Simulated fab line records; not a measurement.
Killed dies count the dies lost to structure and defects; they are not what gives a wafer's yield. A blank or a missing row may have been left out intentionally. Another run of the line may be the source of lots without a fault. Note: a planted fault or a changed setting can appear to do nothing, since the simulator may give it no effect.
Which tool is to blame? + flow sky130 + 11 lots, 33 wafers sampled, at 5 steps of a route of 708

## WHAT THE GAUGES SHOWED, per wafer
SKY_PASSIVATION_THK_MEAS_03. Usual: for PASSIVATION_CVD_02_THK the level is 538 nm and the standard deviation is 6.3.
| lot  | measured     | on           | PASSIVATION_CVD_02_THK (nm) | flag |
|------|--------------|--------------|-----------------------------|------|
| L804 | day 44 03:01 | filmMetro-01 | 525 524 530                 |      |
| L805 | day 44 08:01 | filmMetro-03 | 537 538 539                 |      |
| L806 | day 44 11:15 | filmMetro-04 | 531 543 544                 |      |
| L810 | day 45 21:28 | filmMetro-03 | 534 542 538                 |      |
| L809 | day 45 21:42 | filmMetro-04 | 530 537 546                 |      |
| L815 | day 47 11:31 | filmMetro-04 | 535 533 537                 |      |
| L816 | day 47 14:16 | filmMetro-04 | 530 531 538                 |      |
| L818 | day 47 17:14 | filmMetro-03 | 528 534 545                 |      |
| L819 | day 47 21:19 | filmMetro-04 | 537 537 551                 |      |
| L821 | day 48 21:14 | filmMetro-01 | 529 540 544                 |      |
| L823 | day 49 01:47 | filmMetro-03 | 527 542 538                 |      |

SKY_PAD_OPEN_BOW_MEAS_13. Usual: for PAD_OPEN_BOW the level is 43 um and the standard deviation is 10.
| lot  | measured     | on           | PAD_OPEN_BOW (um) | flag |
|------|--------------|--------------|-------------------|------|
| L804 | day 46 00:41 | filmMetro-03 | 48 37 37          |      |
| L805 | day 46 04:01 | filmMetro-03 | 55 31 43          |      |
| L806 | day 46 06:42 | filmMetro-01 | 43 51 25          |      |
| L810 | day 47 16:05 | filmMetro-03 | 44 48 43          |      |
| L809 | day 47 16:23 | filmMetro-03 | 29 37 14          |      |
| L815 | day 49 03:14 | filmMetro-01 | 61 55 53          |      |
| L816 | day 49 06:20 | filmMetro-03 | 40 31 38          |      |
| L818 | day 49 09:33 | filmMetro-02 | 27 26 29          |      |
| L819 | day 49 13:23 | filmMetro-01 | 53 43 57          |      |
| L821 | day 50 09:13 | filmMetro-02 | 47 43 49          |      |
| L823 | day 50 12:38 | filmMetro-02 | 35 39 43          |      |

## WHAT TOOL EACH LOT RAN ON (gives the tool, then ch and the chambers of the sampled wafers, and finally the start)
| lot  | SKY_PASSIVATION_ETCH_11           | SKY_PAD_OPEN_COAT_02             | SKY_PAD_OPEN_STRIP_08               |
|------|-----------------------------------|----------------------------------|-------------------------------------|
| L804 | rieDiel-01 ch 0,1,3, day 45 00:37 | lithoTrack-02 ch 0, day 45 11:39 | plasmaAsher-01 ch 0,1, day 45 22:34 |
| L805 | rieDiel-03 ch 2,3, day 45 06:13   | lithoTrack-02 ch 0, day 45 16:42 | plasmaAsher-03 ch 0,1, day 46 01:55 |
| L806 | rieDiel-01 ch 0,1,2, day 45 08:48 | lithoTrack-02 ch 0, day 45 18:36 | plasmaAsher-03 ch 0,1, day 46 04:37 |
| L810 | rieDiel-03 ch 1,2,3, day 46 17:12 | lithoTrack-02 ch 0, day 47 01:56 | plasmaAsher-01 ch 0,1, day 47 13:34 |
| L809 | rieDiel-02 ch 1,2, day 46 18:15   | lithoTrack-02 ch 0, day 47 02:56 | plasmaAsher-01 ch 0,1, day 47 14:07 |
| L815 | rieDiel-02 ch 0,1,3, day 48 06:33 | lithoTrack-04 ch 0, day 48 15:48 | plasmaAsher-04 ch 0,1, day 49 01:07 |
| L816 | rieDiel-03 ch 0,2,3, day 48 09:16 | lithoTrack-03 ch 0, day 48 17:52 | plasmaAsher-04 ch 0,1, day 49 04:13 |
| L818 | rieDiel-02 ch 0,2, day 48 12:48   | lithoTrack-03 ch 0, day 48 21:01 | plasmaAsher-03 ch 0,1, day 49 07:28 |
| L819 | rieDiel-01 ch 0,1, day 48 16:42   | lithoTrack-04 ch 0, day 49 01:42 | plasmaAsher-04 ch 0,1, day 49 11:16 |
| L821 | rieDiel-01 ch 1,2,3, day 49 14:57 | lithoTrack-03 ch 0, day 49 22:46 | plasmaAsher-04 ch 0,1, day 50 07:03 |
| L823 | rieDiel-01 ch 0,2,3, day 49 17:45 | lithoTrack-04 ch 0, day 50 02:36 | plasmaAsher-01 ch 0,1, day 50 10:32 |
- SKY_PASSIVATION_ETCH_11: etches the open film in CF4/O2, stops on AlCu, target depth 725 nm, time 161.1 s.
- SKY_PAD_OPEN_COAT_02: resist thk 3000 nm.
- SKY_PAD_OPEN_STRIP_08: strips in O2/N2.

## AS READ BY THE TOOLS THEMSELVES (means over the sampled wafers that have a number; for cases with no such wafer, the mark the record gives instead)
SKY_PASSIVATION_ETCH_11. Usual: cf4FlowSccm 79.98 sccm, standard deviation 0.22; chamberPressureMTorr 150.00 mTorr, standard deviation 0.14; drypumpMotorCurrentA 5.6 A, standard deviation 0.55; oesProductAu 0.976 a.u., standard deviation 0.0063; throttleValvePct 5.963 %, standard deviation 0.0096.
| lot  | tool       | cf4FlowSccm (sccm) | chamberPressureMTorr (mTorr) | drypumpMotorCurrentA (A) | oesProductAu (a.u.) | throttleValvePct (%) | flag |
|------|------------|--------------------|------------------------------|--------------------------|---------------------|----------------------|------|
| L804 | rieDiel-01 | 79.96              | 150.01                       | 5.9                      | 0.969               | 5.961                |      |
| L805 | rieDiel-03 | 80.07              | 150.04                       | 5.4                      | 0.976               | 5.965                |      |
| L806 | rieDiel-01 | 79.93              | 149.95                       | 5.9                      | 0.977               | 5.966                |      |
| L810 | rieDiel-03 | 80.10              | 150.12                       | 5.5                      | 0.977               | 5.971                |      |
| L809 | rieDiel-02 | 80.17              | 149.92                       | 5.6                      | 0.982               | 5.956                |      |
| L815 | rieDiel-02 | 79.84              | 149.99                       | 5.7                      | 0.979               | 5.960                |      |
| L816 | rieDiel-03 | 79.70              | 149.91                       | 5.1                      | 0.970               | 5.958                |      |
| L818 | rieDiel-02 | 80.16              | 149.91                       | 5.4                      | 0.975               | 5.962                |      |
| L819 | rieDiel-01 | 80.07              | 149.93                       | 6.1                      | 0.977               | 5.964                |      |
| L821 | rieDiel-01 | 80.05              | 149.90                       | 5.7                      | 0.977               | 5.967                |      |
| L823 | rieDiel-01 | 79.85              | 149.88                       | 5.4                      | 0.978               | 5.958                |      |

SKY_PAD_OPEN_COAT_02. Usual: spinSpeedRpm at 1999.9 rpm, with a standard deviation of 1.2.
| lot  | tool          | spinSpeedRpm (rpm) | flag |
|------|---------------|--------------------|------|
| L804 | lithoTrack-02 | 1999.9             |      |
| L805 | lithoTrack-02 | 2001.0             |      |
| L806 | lithoTrack-02 | 2000.3             |      |
| L810 | lithoTrack-02 | 2087.1             | OFF  |
| L809 | lithoTrack-02 | 2086.2             | OFF  |
| L815 | lithoTrack-04 | 2000.1             |      |
| L816 | lithoTrack-03 | 1999.2             |      |
| L818 | lithoTrack-03 | 1998.8             |      |
| L819 | lithoTrack-04 | 1998.4             |      |
| L821 | lithoTrack-03 | 1999.7             |      |
| L823 | lithoTrack-04 | 1999.7             |      |

SKY_PAD_OPEN_STRIP_08. Usual: chamberPressureMTorr 1500.1 mTorr, standard deviation 1.4; drypumpMotorCurrentA 5.7 A, standard deviation 0.64; oesProductAu 0.663 a.u., standard deviation 0.0045; stripTimeToEndpointS 37.06 s, standard deviation 0.11.
| lot  | tool           | chamberPressureMTorr (mTorr) | drypumpMotorCurrentA (A) | oesProductAu (a.u.) | stripTimeToEndpointS (s) | flag |
|------|----------------|------------------------------|--------------------------|---------------------|--------------------------|------|
| L804 | plasmaAsher-01 | 1499.3                       | 5.4                      | 0.663               | 37.16                    |      |
| L805 | plasmaAsher-03 | 1500.1                       | 6.0                      | 0.659               | 36.86                    |      |
| L806 | plasmaAsher-03 | 1499.8                       | 6.1                      | 0.661               | 37.11                    |      |
| L810 | plasmaAsher-01 | 1499.8                       | 5.1                      | 0.666               | 36.29                    | OFF  |
| L809 | plasmaAsher-01 | 1500.0                       | 5.4                      | 0.669               | 36.44                    | OFF  |
| L815 | plasmaAsher-04 | 1500.8                       | 6.2                      | 0.665               | 37.03                    |      |
| L816 | plasmaAsher-04 | 1499.7                       | 6.2                      | 0.661               | 37.00                    |      |
| L818 | plasmaAsher-03 | 1499.7                       | 6.1                      | 0.665               | 37.02                    |      |
| L819 | plasmaAsher-04 | 1500.1                       | 6.5                      | 0.662               | 37.04                    |      |
| L821 | plasmaAsher-04 | 1501.6                       | 6.5                      | 0.663               | 37.13                    |      |
| L823 | plasmaAsher-01 | 1499.9                       | 5.4                      | 0.665               | 36.96                    |      |

## THE ANSWER, worked out from the rows above alone
Rule: a lot counts as off when the mean over its wafers that have a number is more than 3 standard deviations away from the usual mean. Also off: a lot with no number at a reading for which 4 or more lots have one. The other lots that the step has rows for count as sound. The gauges are gone through in route order, then the tools' own readings, and for those a lot's mean is taken as printed above. At the first step where some lot is off, the reading lying furthest off is the one used; lots without a number count as furthest.
Off: L810, L809, at SKY_PAD_OPEN_COAT_02 (spinSpeedRpm).
A tool fits if, at that step or a process step before it, it ran every lot that is off, and no sound lot after the first of them. One fits: lithoTrack-02 at SKY_PAD_OPEN_COAT_02. A fault onset in the window from L806 (day 45 18:36, its last sound lot) to L810 (day 47 01:56, its first lot off) fits.
On the lots that are off, the tool's own readings at SKY_PAD_OPEN_COAT_02 differ by more than 5 times the standard deviation of the sound lots' means, which bears it out; spinSpeedRpm reads 2086.6 rpm there versus 1999.7 rpm on the sound lots.

## WHAT THE SIMULATOR HAD INSERTED
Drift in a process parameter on lithoTrack-02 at SKY_PAD_OPEN_COAT_02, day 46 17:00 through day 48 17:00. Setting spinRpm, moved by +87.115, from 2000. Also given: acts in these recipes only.
Struck lots among those shown: L810, L809. The rule above reached the same finding.
